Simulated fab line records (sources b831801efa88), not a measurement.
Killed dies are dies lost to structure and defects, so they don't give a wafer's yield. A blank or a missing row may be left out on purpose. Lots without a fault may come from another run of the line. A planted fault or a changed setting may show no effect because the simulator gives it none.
What tool caused it?	flow sky130	10 lots with 30 wafers sampled at 6 steps, on a route of 708 steps

WHAT THE GAUGES SHOWED, per wafer
SKY_LOCAL_INTERCONNECT_RS_MEAS_01: uses a four-point probe to measure.
lot	measured	on	LOCAL_INTERCONNECT_TIN_RS (ohm/sq)
L322	day 29 16:41	film_metro-04	14.50 14.35 14.47
L323	day 29 20:12	film_metro-04	14.10 14.27 14.01
L324	day 30 08:47	film_metro-04	14.14 14.37 14.23
L325	day 31 05:11	film_metro-01	14.02 13.97 14.17
L328	day 32 07:38	film_metro-02	14.16 14.18 14.19
L329	day 32 10:53	film_metro-04	14.30 14.34 14.33
L331	day 33 07:53	film_metro-01	14.38 14.42 14.33
L335	day 34 13:21	film_metro-04	17.10 17.03 17.08 17.10 17.02 17.07
L339	day 35 09:31	film_metro-01	17.07 16.71 17.07 17.10 16.71 17.04
L343	day 36 13:31	film_metro-01	14.08 13.99 13.95

SKY_LOCAL_INTERCONNECT_THK_MEAS_02: measures by xrf.
lot	measured	on	LOCAL_INTERCONNECT_TIN_THK (nm)
L322	day 29 16:48	film_metro-04	96.9 97.7 97.7
L323	day 29 20:19	film_metro-04	99.6 98.2 100.2
L324	day 30 08:54	film_metro-04	98.9 97.4 98.1
L325	day 31 05:18	film_metro-01	99.6 99.8 98.9
L328	day 32 07:44	film_metro-02	98.8 98.9 98.4
L329	day 32 10:59	film_metro-04	98.1 98.0 98.3
L331	day 33 08:00	film_metro-01	97.1 96.9 97.7
L335	day 34 19:50	film_metro-04	85.5 86.4 86.3 85.8 86.0 85.9
L339	day 35 19:36	film_metro-01	85.3 86.9 86.0 84.7 87.3 85.7
L343	day 36 13:38	film_metro-01	99.1 99.7 99.7

SKY_CONTACT_OVL_MEAS_15.
lot	measured	on	CONTACT_OVL (nm)
L322	day 32 01:18	overlay-02	-4 -6 5
L323	day 32 04:55	overlay-01	4 7 1
L324	day 32 16:43	overlay-02	0 -7 -1
L325	day 33 12:33	overlay-01	1 4 -1
L328	day 34 14:05	overlay-01	-11 -6 -4
L329	day 34 17:54	overlay-01	-10 4 3
L331	day 35 14:23	overlay-02	-2 -4 -3
L335	day 36 19:52	overlay-01	-3 0 2
L339	day 37 14:21	overlay-01	-3 4 -15
L343	day 38 18:43	overlay-02	5 5 -4

SKY_VIA1_BOW_MEAS_03.
lot	measured	on	VIA1_BOW (um)
L322	day 33 07:05	film_metro-02	84 66 71
L323	day 33 10:23	film_metro-03	91 86 76
L324	day 33 22:18	film_metro-02	76 80 81
L325	day 34 18:07	film_metro-01	80 80 82
L328	day 35 18:50	film_metro-01	73 72 90
L329	day 35 23:39	film_metro-01	80 72 71
L331	day 36 19:41	film_metro-01	76 81 87
L335	day 38 01:02	film_metro-03	75 81 63
L339	day 38 19:31	film_metro-01	81 73 74
L343	day 39 22:23	film_metro-03	79 70 91

TOOL THAT RAN EACH LOT (tool first, then ch and the chambers of the sampled wafers, then the start)
lot	SKY_LOCAL_INTERCONNECT_SPUTTER_00	SKY_LOCAL_INTERCONNECT_METAL_ETCH_14
L322	pvd_sputter-02, day 29 16:37	rie_metal-03 ch 0,1, day 30 20:14
L323	pvd_sputter-03, day 29 20:08	rie_metal-04 ch 0,1, day 31 00:56
L324	pvd_sputter-01, day 30 08:43	rie_metal-02 ch 0,1, day 31 12:32
L325	pvd_sputter-01, day 31 05:06	rie_metal-04 ch 1, day 32 08:35
L328	pvd_sputter-01, day 32 07:32	rie_metal-04 ch 0,1, day 33 10:05
L329	pvd_sputter-02, day 32 10:47	rie_metal-04 ch 0,1, day 33 13:49
L331	pvd_sputter-02, day 33 07:49	rie_metal-02 ch 0,1, day 34 10:26
L335	pvd_sputter-01, day 34 13:16	rie_metal-03 ch 0,1, day 35 16:25
L339	pvd_sputter-01, day 35 09:25	rie_metal-04 ch 0,1, day 36 11:24
L343	pvd_sputter-03, day 36 13:27	rie_metal-04 ch 0,1, day 37 15:41
- SKY_LOCAL_INTERCONNECT_SPUTTER_00: material TiN, target thk 100 nm, time 83.3 s.
- SKY_LOCAL_INTERCONNECT_METAL_ETCH_14: etches TiN in Cl2/BCl3, stops on PSG, target depth 110 nm, time 31.4 s.

WHAT THE TOOLS THEMSELVES READ (means of the sampled wafers that have a number; where no wafer has one, the mark that the record gives instead)
SKY_LOCAL_INTERCONNECT_SPUTTER_00.
lot	tool	chamber_pressure_pa (Pa)	throttle_valve_pct (%)
L322	pvd_sputter-02	0.4007	30.6
L323	pvd_sputter-03	0.4004	28.8
L324	pvd_sputter-01	0.4006	30.6
L325	pvd_sputter-01	0.4000	30.5
L328	pvd_sputter-01	0.4005	30.1
L329	pvd_sputter-02	0.3998	30.7
L331	pvd_sputter-02	0.3993	30.7
L335	pvd_sputter-01	0.3999	29.5
L339	pvd_sputter-01	0.3997	30.0
L343	pvd_sputter-03	0.3999	28.9

SKY_LOCAL_INTERCONNECT_METAL_ETCH_14.
lot	tool	drypump_motor_current_A (A)	oes_product_au (a.u.)	throttle_valve_pct (%)
L322	rie_metal-03	5.2	0.931	21.908
L323	rie_metal-04	5.4	0.944	21.905
L324	rie_metal-02	5.9	0.938	21.896
L325	rie_metal-04	4.9	0.945	21.887
L328	rie_metal-04	5.4	0.943	21.900
L329	rie_metal-04	5.9	0.933	21.900
L331	rie_metal-02	5.9	0.932	21.915
L335	rie_metal-03	5.4	0.863	21.951
L339	rie_metal-04	5.4	0.867	21.943
L343	rie_metal-04	5.9	0.945	21.904

THE ANSWER, worked out from the rows above alone
Rule: the usual values come from the lots themselves. The widest of any qualifying gaps counts: lots, ordered by their means at a reading, are off when they make up no more than a third of the lots, leave a main group of 4 or more, and stand apart from it by 3 or more times the standard deviation of that group's means. A main group whose means are all the same, to the digits that the tables above print for the reading, isn't used. A lot without any number at a reading at which 4 lots or more have one is off too. Where the step has rows for the other lots, those lots are counted as sound. After the gauges, taken in route order, come the tools' own readings; for these a lot's mean is taken, as printed above. At the first step where some lot is off, the reading lying furthest off is the one used; lots without a number count as furthest.
Off: L335, L339, at SKY_LOCAL_INTERCONNECT_RS_MEAS_01 (LOCAL_INTERCONNECT_TIN_RS). For the main group the mean is 14.22 ohm/sq and the standard deviation 0.14.
If a tool, at a process step before that reading, ran all the lots that are off and no sound lot after the first of them, it fits. Not tried: the gauges at SKY_LOCAL_INTERCONNECT_RS_MEAS_01; whatever is off there is also off at SKY_LOCAL_INTERCONNECT_METAL_ETCH_14, on other tools, and gauge error can't account for it. One fits: SKY_LOCAL_INTERCONNECT_SPUTTER_00 on pvd_sputter-01. A fault onset in the window from L328 (day 32 07:32, its last sound lot) to L335 (day 34 13:16, its first lot off) fits.

WHAT WAS PUT IN BY THE SIMULATOR
Site profile drift: pvd_sputter-01, from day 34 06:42 on, at SKY_LOCAL_INTERCONNECT_SPUTTER_00. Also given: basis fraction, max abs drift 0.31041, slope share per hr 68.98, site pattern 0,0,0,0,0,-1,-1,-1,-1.
Shown lots that were struck: L335, L339. The rule above reached the same finding.
